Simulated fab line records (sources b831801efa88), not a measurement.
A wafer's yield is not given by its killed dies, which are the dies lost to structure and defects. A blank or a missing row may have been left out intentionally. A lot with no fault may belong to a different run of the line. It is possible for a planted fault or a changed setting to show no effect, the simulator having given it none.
Which of the tools did it? | flow sky130 | 12 lots with 36 wafers sampled at 2 steps, on a route of 708 steps

WHAT THE GAUGES READ, wafer by wafer
SKY_METAL3_OVL_MEAS_14.
lot  | measured     | on         | METAL3_OVL (nm)
L346 | day 38 09:31 | overlay-02 | 8 3 7
L347 | day 38 21:43 | overlay-01 | -3 2 8
L348 | day 39 14:58 | overlay-02 | -4 3 3
L349 | day 39 18:58 | overlay-01 | 1 5 3
L354 | day 40 21:40 | overlay-02 | 17 8 9
L361 | day 43 06:52 | overlay-01 | 14 9 7
L362 | day 43 17:11 | overlay-02 | 10 7 11
L364 | day 44 10:07 | overlay-02 | 2 10 6
L365 | day 44 10:53 | overlay-01 | 2 -10 -6
L366 | day 44 11:41 | overlay-02 | 15 13 4
L368 | day 44 20:34 | overlay-01 | 6 5 8
L369 | day 45 07:32 | overlay-02 | 4 10 6

WHICH TOOL RAN EACH LOT (tool, then ch and the chambers of the sampled wafers, then the start)
lot  | SKY_VIA1_STRIP_17
L346 | wet bench-04 ch 0, day 33 17:25
L347 | wet bench-04 ch 2, day 34 05:56
L348 | wet bench-02 ch 0, day 35 02:55
L349 | wet bench-02 ch 0, day 35 06:55
L354 | wet bench-02 ch 2, day 36 12:35
L361 | wet bench-01 ch 0, day 39 01:04
L362 | wet bench-01 ch 3, day 39 13:56
L364 | wet bench-01 ch 1, day 40 08:08
L365 | wet bench-04 ch 0, day 40 08:10
L366 | wet bench-04 ch 2, day 40 08:50
L368 | wet bench-02 ch 2, day 40 19:23
L369 | wet bench-04 ch 0, day 41 04:08
- SKY_VIA1_STRIP_17: strips in post etch residue remover, time 1200 s.

AS READ BY THE TOOLS THEMSELVES (means over the sampled wafers that have a number; for cases with no such wafer, the mark the record gives instead)
The record holds no such reading with a usual standard deviation.

THE ANSWER, worked out from the rows above alone
Rule: the usual values come from the lots themselves. The widest of any qualifying gaps counts: lots, ordered by their means at a reading, are off when they make up no more than a third of the lots, leave a main group of 4 or more, and stand apart from it by 3 or more times the standard deviation of that group's means. A main group is skipped when, at the precision printed for the reading in the tables above, its means are all equal. Also off: a lot with no number at a reading for which 4 or more lots have one. Where the step has rows for the other lots, those lots are counted as sound. After the gauges, taken in route order, come the tools' own readings; for these a lot's mean is taken, as printed above. At the first step where some lot is off, the reading lying furthest off is the one used; lots without a number count as furthest.
Nothing can be told from this: no lot is off at any reading shown.

WHAT HAD BEEN PUT IN BY THE SIMULATOR
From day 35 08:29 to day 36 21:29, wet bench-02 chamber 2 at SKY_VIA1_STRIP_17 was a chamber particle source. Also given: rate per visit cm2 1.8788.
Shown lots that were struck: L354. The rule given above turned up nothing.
